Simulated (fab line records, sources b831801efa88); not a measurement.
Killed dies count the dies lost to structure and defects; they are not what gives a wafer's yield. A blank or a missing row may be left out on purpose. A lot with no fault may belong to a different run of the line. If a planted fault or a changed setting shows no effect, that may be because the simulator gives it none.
Comparing a struck lot with a sound one -- flow gf180mcu -- 17 out of 602 route steps
Sound: these wafers, L694.2, L694.3, L694.6. Struck: wafers L701.1, L701.2, L701.4. Last of all comes the cause.
For every step that has rows: the tool of each side, followed by ch and its chambers, followed by its first start. Under that, the readings that differ: sound wafers -- struck wafers -- difference of the means -- sigmas: that difference in standard deviations of wafers without a fault.
alike: readings with means less than 2 such deviations apart, plus words and numbers identical on both sides. not compared: withheld readings, readings lacking a value on some wafer, bounds such as >300 that could conceal the same value, and numbers that have no deviation in the record and whose values overlap.
A row with sigmas, a row that says differs or no value, or rows on one side alone: a step with any of these is where the two part. Numbers that have no deviation but don't overlap get no sigmas and don't part them. A reading missing from all wafers of one side parts the sides only when that side holds two or more wafers.

first, 6 steps without rows for these wafers: GF_M4_HMDS_08 (prime time 60 s); GF_M4_COAT_09 (resist thk 1000 nm); GF_M4_SOFTBAKE_10 (time 60 s); GF_M4_EXPOSE_11 (exposes mask Metal4, target cd 280 nm); GF_M4_PEB_12 (peb time 90 s); GF_M4_DEVELOP_13 (develop time 60 s).
GF_M4_CD_MEAS_14 targets a cd of 280 nm.
  sound on cd-sem-02, day 25 20:14; struck on cd-sem-02, day 27 22:25
  alike: cd-nm
GF_M4_OVL_MEAS_15:
  sound on overlay-02, day 25 20:20; struck on overlay-01, day 27 22:32
  alike: M4_OVL
GF_M4_METAL_ETCH_16: etches the open film in Cl2/BCl3, stops on SiO2, target depth 627.5 nm, time 104.6 s.
  sound on rie-metal-04 ch 0,1, day 25 20:22; struck on rie-metal-01 ch 0,1, day 27 22:34
  alike: drypump-motor-current-A, oes-product-au, throttle-valve-pct
  not compared: rf-hours-counter-h
GF_M4_STRIP_17: strips in O2/N2.
  sound on plasma-asher-01 ch 0,1, day 25 20:28; struck on plasma-asher-03 ch 0,1, day 27 22:40
  alike: drypump-motor-current-A, heater-power-w, oes-product-au, strip-time-to-endpoint-s
  not compared: rf-hours-counter-h
then, 2 steps without rows for these wafers: GF_M4_STRIP_18 (strips in post etch residue remover, time 1200 s); GF_M4_CLEAN_19 (cleans in DIW).
GF_V4_CVD_00: deposits SiO2, target thk 600 nm, time 100 s.
  sound on hdpcvd-02 ch 0,1,2, day 25 21:22; struck on hdpcvd-01 ch 1,2, day 27 23:18
  no value came back on the struck wafers for pressure-mtorr (mTorr), run-length-s (s), sih4-flow-sccm (sccm); on the sound wafers pressure-mtorr (mTorr) reads 5.994 5.992 6.016
GF_V4_CVD_02: deposits SiO2 from TEOS, target thk 850 nm, time 94.851 s.
  sound on pecvd-04 ch 0,1, day 25 21:30; struck on pecvd-02 ch 0,1,2, day 27 23:26
  alike: heater-power-outer-w, heater-power-w
GF_V4_CMP_04: polishes SiO2.
  sound on cmp-01 ch 0,1,2, day 25 21:44; struck on cmp-01 ch 1,2,3, day 27 23:37
  alike: head-pressure-psi, motor-current-A
GF_V4_BOW_MEAS_05:
  sound on film-metro-02, day 25 21:57; struck on film-metro-02, day 27 23:52
reading,sound,struck,difference,sigmas
V4_BOW (um),139 146 152,106 91 112,-43,-4
then, 1 step without rows for these wafers: GF_V4_DEHYDRATE_06 (time 60 s).

## WHERE THEY PART
At GF_V4_CVD_00 first; at GF_V4_BOW_MEAS_05 last (within this record only).

WHY: the cause the simulator had injected
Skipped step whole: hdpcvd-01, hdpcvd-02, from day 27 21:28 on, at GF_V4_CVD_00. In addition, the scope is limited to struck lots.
